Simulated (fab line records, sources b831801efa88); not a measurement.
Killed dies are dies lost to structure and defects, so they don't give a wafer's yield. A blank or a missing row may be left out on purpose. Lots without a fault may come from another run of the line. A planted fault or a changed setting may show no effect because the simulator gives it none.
Problem report in the 8D (eight disciplines) form, filled by code | flow gf180mcu | the parts of the form that need people (team, actions taken, sign-off) are left out

1. THE PROBLEM
rf_fwd_power_W at GF_V1_ETCH_17 reads a mean of 1256 W on 2 wafers of 2 lots; wafers without a fault read 1494 W with a standard deviation of 4.4. That is -54 standard deviations from the usual mean.
The step: etches SiO2 in C4F8/O2/Ar, stops on TiN, target depth 630 nm.
First seen on wafer L545.5, day 21 05:00, on rie_diel-03. The record holds 39 wafers of 14 lots with a number at this step. Rule for "out", or "out of limits": more than 4 standard deviations from the usual mean. The other wafers with a number count as sound.

2. WHAT IT IS AND WHAT IT IS NOT
question                    | is                | is not
which readings at this step | rf_fwd_power_W    | bias_w, oes_product_au
which lots                  | L545, L546        | L537, L538, L539, L540, L542, L543, L544, L549, L551, L553, L558, L559
which wafers of those lots  | L545.5, L546.2    | L545.3
read on which tools         | rie_diel-03       | rie_diel-02, rie_diel-04
when                        | from day 21 05:00 | up to then (22 sound wafers); but 15 sound wafers of L549, L551, L553, L558, L559 came after

3. SUSPECTS, AND WHAT RULES EACH OUT
Counting: a tool at a process step up to the reading stays a suspect if it ran every lot that is out. Sound lots after the first of them don't rule it out here, since some wafers of a struck lot are sound.
- rie_diel-03 at GF_V1_ETCH_17 (etches SiO2 in C4F8/O2/Ar, stops on TiN, target depth 630 nm): kept. It ran every lot that is out, first L545 (day 21 05:00); its last sound lot up to then is L543 (day 20 14:00). Its own readings are out on those wafers: rf_fwd_power_W.
- Within rie_diel-03 at GF_V1_ETCH_17: the wafers that are out ran in chamber 0; their sound lot-mates ran in chamber 3.
Left after counting: rie_diel-03 at GF_V1_ETCH_17.

4. THE CAUSE (what the simulator had put in)
Process parameter drift: rie_diel-03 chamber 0, from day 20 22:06 on, at GF_V1_ETCH_17. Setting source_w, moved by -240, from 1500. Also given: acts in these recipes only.
Counting left only this tool.

5. THE CHAIN OF EFFECTS, in route order
Each row: a reading whose mean over the struck wafers that have a number lies more than 3 standard deviations from the usual. Only readings for which the record gives a usual standard deviation are gone through. hours: the time from each lot's start at the first step in this table that gives one to its start at this step, as a median over the lots. sigmas: the change in usual standard deviations.
hours | step          | reading        | usual  | on struck wafers | change | sigmas
0     | GF_V1_ETCH_17 | rf_fwd_power_W | 1494 W | 1256             | -238   | -54
The process steps in it:
- GF_V1_ETCH_17: etches SiO2 in C4F8/O2/Ar, stops on TiN, target depth 630 nm.
Later measuring or inspecting steps at which every struck wafer that the step has a row for has a number for every such reading, and none has moved that far: GF_V1_THK_MEAS_25.

6. WHAT WOULD HAVE CAUGHT IT SOONER
In this record the first reading out of limits was taken at day 21 05:00, 7 hours after the fault began at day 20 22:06.
